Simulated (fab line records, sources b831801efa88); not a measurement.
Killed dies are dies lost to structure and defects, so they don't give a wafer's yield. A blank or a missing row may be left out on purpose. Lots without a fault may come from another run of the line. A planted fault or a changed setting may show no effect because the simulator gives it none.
fab line records | flow sky130 | part 2 of 2: steps 32 to 41 of 41
record lots=5 wafers=15 last_day=49
route steps=708 shown LDD_HVP@286 LDD_LDN@289 SPACER@304 POLY_CUT@307 SD_P@320
lots that met no fault: from a run of the same line without faults
start_h: hours from the record's first day to the start of the lot's first wafer shown | wait_h: hours since the lot's step before | " the same as in the row above | L1.1+2: a row that stands for several wafers | - no value, or no start given | * or withheld: withheld | < > ~ a bound
route shown NAME@n: a module of which the file shows steps, and the number in the route of the first | usual: mean/standard deviation of fault-free wafers | same: alike in all rows | chamber/n: place in a boat | sites: the reading at each site | _std_site: their standard deviation | _edge_site: outer sites' mean less inner sites' | radius_mm: how far each site lies from the wafer's centre | mask NAME#n: copy n | behind: the tool/chamber that last shaped the wafer | hold: why the lot was held/for how many hours/how that ended | device: the transistor (n, p or np) that didn't switch | end of line: the same wafers' tests at the end of the route | a step without rows: its recipe alone | killed: dies lost to structure and defects at the first sort, not the wafer's yield | map: a wafer's dies, x killed, . not, _ none there
set.NAME: the setting as run; set.NAME@STEP: as run at that earlier step | model.NAME: the simulator's own value behind a step, which no gauge read
lots at some steps of the route; a table a step, a row a wafer
services: from which hour (start_h, from the record's first day; less than 0 if before it) a tool's chamber was out of use, for how many hours, and why
## steps
# step SKY_POLY_CUT_ETCH_10
# recipe chemistry=N2/H2 target=BARC ion_energy_ev=200 source_w=500 bias_w=100 pressure_mtorr=30 n2_flow_sccm=100 h2_flow_sccm=200 stop_on=SiO2 time_s=45.9 target_depth_a=600
# usual drypump_motor_current_A=6.0/0.37 oes_product_au=0.856/0.0046 throttle_valve_pct=13.224/0.0085
# columns lot.wafer tool chamber start_h wait_h drypump_motor_current_A oes_product_au rf_hours_counter_h throttle_valve_pct
L075.3 rie_diel-02 0 566.50 0.0 5.6 0.860 8 13.217
L075.5 " 1 " " 6.2 0.847 - 13.233
L075.6 " 0 " " 5.6 0.852 - 13.230
L077.2 rie_diel-01 3 581.15 0.0 5.5 0.855 2 13.223
L077.3 " 0 " " 6.5 0.863 0 13.220
L077.4 " 1 " " 5.7 0.854 66 13.226
L084.2 rie_diel-04 2 652.10 0.0 5.4 0.854 4 13.222
L084.4 " 3 " " 5.9 0.862 5 13.244
L084.5 " 1 " " 5.9 0.856 - 13.214
L091.1 rie_diel-02 0 707.39 0.0 5.6 0.854 10 13.231
L091.2 " 3 " " 6.2 0.857 12 13.232
L091.4 " 1 " " 6.2 0.862 - 13.225
L094.2 rie_diel-01 2 720.70 0.0 6.3 0.856 6 13.223
L094.3 " 3 " " 5.5 0.849 6 13.225
L094.5 " 1 " " 5.7 0.855 - 13.242
# step SKY_POLY_CUT_ETCH_11
# recipe target=Si3N4 chemistry=CF4/CH2F2/Ar stop_on=poly-Si source_w=600 bias_w=150 pressure_mtorr=40 cf4_flow_sccm=40 ch2f2_flow_sccm=20 Ar_flow_sccm=150 time_s=42.5 target_depth_a=600
# usual drypump_motor_current_A=6.0/0.37 oes_product_au=0.829/0.0061 throttle_valve_pct=14.995/0.0097
# columns lot.wafer tool chamber start_h wait_h drypump_motor_current_A oes_product_au rf_hours_counter_h throttle_valve_pct
L075.3 rie_diel-02 0 566.54 0.0 5.6 0.824 8 14.984
L075.5 " 1 " " 6.2 0.829 - 15.005
L075.6 " 0 " " 5.6 0.836 - 14.998
L077.2 rie_diel-01 3 581.19 0.0 5.4 0.826 2 15.003
L077.3 " 0 " " 6.4 0.828 0 14.988
L077.4 " 1 " " 5.6 0.820 66 14.989
L084.2 rie_diel-04 2 652.14 0.0 5.4 0.833 4 14.978
L084.4 " 3 " " 5.9 0.821 5 15.000
L084.5 " 1 " " 5.9 0.827 - 14.992
L091.1 rie_diel-02 0 707.43 0.0 5.6 0.829 10 15.011
L091.2 " 3 " " 6.2 0.829 12 14.994
L091.4 " 1 " " 6.2 0.821 - 15.000
L094.2 rie_diel-01 2 720.74 0.0 6.3 0.818 6 14.978
L094.3 " 3 " " 5.4 0.826 6 14.996
L094.5 " 1 " " 5.6 0.829 - 14.996
# step SKY_POLY_CUT_STRIP_12
# recipe chemistry=O2/N2 power_w=1400 pressure_mtorr=1500 platen_temp_c=withheld o2_flow_sccm=3000 n2_flow_sccm=300 overash_fraction=0.5
# usual drypump_motor_current_A=5.5/0.46 oes_product_au=0.453/0.0047 strip_time_to_endpoint_s=5.364/0.016
# columns lot.wafer tool chamber start_h wait_h drypump_motor_current_A oes_product_au rf_hours_counter_h strip_time_to_endpoint_s
L075.3 plasma_asher-02 1 566.61 0.1 5.0 0.452 - 5.365
L075.5 " 0 " " 5.1 0.455 - 5.363
L075.6 " 1 " " 5.0 0.450 - 5.363
L077.2 plasma_asher-03 0 581.23 0.0 5.5 0.461 71 5.361
L077.3 " 0 " " 5.5 0.444 - 5.342
L077.4 " 1 " " 6.4 0.450 - 5.360
L084.2 plasma_asher-02 0 652.18 0.0 5.1 0.458 21 5.399
L084.4 " 1 " " 5.0 0.449 - 5.389
L084.5 " 1 " " 5.0 0.456 - 5.401
L091.1 plasma_asher-03 0 707.47 0.0 5.5 0.462 84 5.362
L091.2 " 1 " " 6.4 0.455 84 5.382
L091.4 " 0 " " 5.5 0.456 - 5.361
L094.2 plasma_asher-01 0 720.78 0.0 5.9 0.452 101 5.353
L094.3 " 0 " " 5.9 0.444 - 5.363
L094.5 " 0 " " 5.9 0.456 - 5.366
# step SKY_SD_P_DEHYDRATE_00
# recipe temp_c=200 time_s=60
# columns lot.wafer tool chamber start_h wait_h
L075.3+5+6 litho_track-03 0 580.84 14.2
L077.2+3+4 litho_track-03 0 594.26 13.0
L084.2+4+5 litho_track-03 0 666.31 14.1
L091.1+2+4 litho_track-03 0 720.54 13.0
L094.2+3+5 litho_track-04 0 733.72 12.9
# step SKY_SD_P_HMDS_01
# recipe prime_time_s=60 prime_temp_c=120
# columns lot.wafer tool chamber start_h wait_h
L075.3+5+6 litho_track-03 0 580.99 0.1
L077.2+3+4 litho_track-03 0 594.41 0.1
L084.2+4+5 litho_track-03 0 666.46 0.1
L091.1+2+4 litho_track-03 0 720.69 0.1
L094.2+3+5 litho_track-04 0 733.87 0.1
# step SKY_SD_P_COAT_02
# recipe resist=NOVOLAK spin_rpm=3000 resist_thk_nm=1140
# usual spin_speed_rpm=3000.2/2.4
# columns lot.wafer tool chamber start_h wait_h spin_speed_rpm
L075.3 litho_track-03 0 581.14 0.1 3004.4
L075.5 " 0 " " 2999.3
L075.6 " 0 " " 2999.1
L077.2 litho_track-03 0 594.56 0.1 3004.2
L077.3 " 0 " " 3001.3
L077.4 " 0 " " 3001.7
L084.2 litho_track-03 0 666.61 0.1 3000.3
L084.4 " 0 " " 3001.2
L084.5 " 0 " " 2997.2
L091.1 litho_track-03 0 720.84 0.1 3000.2
L091.2 " 0 " " 3002.2
L091.4 " 0 " " 3001.7
L094.2 litho_track-04 0 734.02 0.1 3002.4
L094.3 " 0 " " 3002.5
L094.5 " 0 " " 3002.7
# step SKY_SD_P_SOFTBAKE_03
# recipe temp_c=90 time_s=60 resist=NOVOLAK
# columns lot.wafer tool chamber start_h wait_h
L075.3+5+6 litho_track-03 0 581.29 0.1
L077.2+3+4 litho_track-03 0 594.71 0.1
L084.2+4+5 litho_track-03 0 666.76 0.1
L091.1+2+4 litho_track-03 0 720.99 0.1
L094.2+3+5 litho_track-04 0 734.17 0.1
# step SKY_SD_P_EXPOSE_04
# recipe mask_id=PSDM na=0.6 source_shape=conventional sigma_outer=0.6 polarization=unpolarized target_cd_nm=380 dose_mj=138
# usual focus_offset_nm=-0.1/0.59
# columns lot.wafer tool chamber start_h wait_h mask focus_offset_nm
L075.3 iline_stepper-02 0 - - PSDM#0 -0.6
L075.5 " 0 " " PSDM#0 -0.5
L075.6 " 0 " " PSDM#0 -0.2
L077.2 iline_stepper-01 0 - - PSDM#0 0.7
L077.3 " 0 " " PSDM#0 0.2
L077.4 " 0 " " PSDM#0 0.1
L084.2 iline_stepper-01 0 - - PSDM#0 0.8
L084.4 " 0 " " PSDM#0 0.7
L084.5 " 0 " " PSDM#0 0.4
L091.1 iline_stepper-01 0 - - PSDM#0 -0.6
L091.2 " 0 " " PSDM#0 0.0
L091.4 " 0 " " PSDM#0 0.4
L094.2 iline_stepper-01 0 - - PSDM#0 -0.5
L094.3 " 0 " " PSDM#0 0.5
L094.5 " 0 " " PSDM#0 -1.5
# step SKY_SD_P_PEB_05
# recipe temp_c=withheld time_s=* resist=NOVOLAK
# columns lot.wafer tool chamber start_h wait_h
L075.3+5+6 litho_track-04 0 - -
L077.2+3+4 litho_track-04 0 - -
L084.2+4+5 litho_track-04 0 - -
L091.1+2+4 litho_track-01 0 - -
L094.2+3+5 litho_track-01 0 - -
# step SKY_SD_P_DEVELOP_06
# recipe resist=NOVOLAK developer=TMAH develop_time_s=60 dev_temp_c=23
# columns lot.wafer tool chamber start_h wait_h
L075.3+5+6 litho_track-04 0 595.19 0.1
L077.2+3+4 litho_track-04 0 609.77 0.1
L084.2+4+5 litho_track-04 0 680.32 0.1
L091.1+2+4 litho_track-01 0 733.97 0.1
L094.2+3+5 litho_track-01 0 747.30 0.1
## services
# columns tool chamber start_h hours kind
iline_stepper-01 - 483.94 1.7 pm
iline_stepper-01 - 503.62 5.8 repair
implanter-01 - 514.82 0.7 repair
plasma_asher-01 - 529.69 15.6 pm
plasma_asher-01 - 545.44 0.4 repair
iline_stepper-01 - 556.60 3.8 repair
rie_diel-01 3 559.80 11.8 repair
rie_diel-01 0 564.58 15.0 repair
implanter-02 - 578.65 6.3 repair
implanter-03 - 596.30 4.3 repair
lpcvd-02 - 599.05 6.1 pm
plasma_asher-01 - 615.63 0.5 repair
implanter-02 - 623.13 5.8 repair
rie_diel-01 0 641.26 14.0 repair
implanter-03 - 662.29 0.7 repair
iline_stepper-01 - 667.41 8.9 pm
iline_stepper-01 - 702.12 1.7 pm
rie_diel-02 - 703.94 2.8 pm
rie_diel-02 2 707.04 12.0 repair
rie_diel-02 3 717.30 3.6 repair
implanter-02 - 721.34 0.7 repair
implanter-02 - 725.98 3.9 pm
implanter-01 - 729.45 0.5 repair
rie_diel-02 2 734.78 2.3 repair
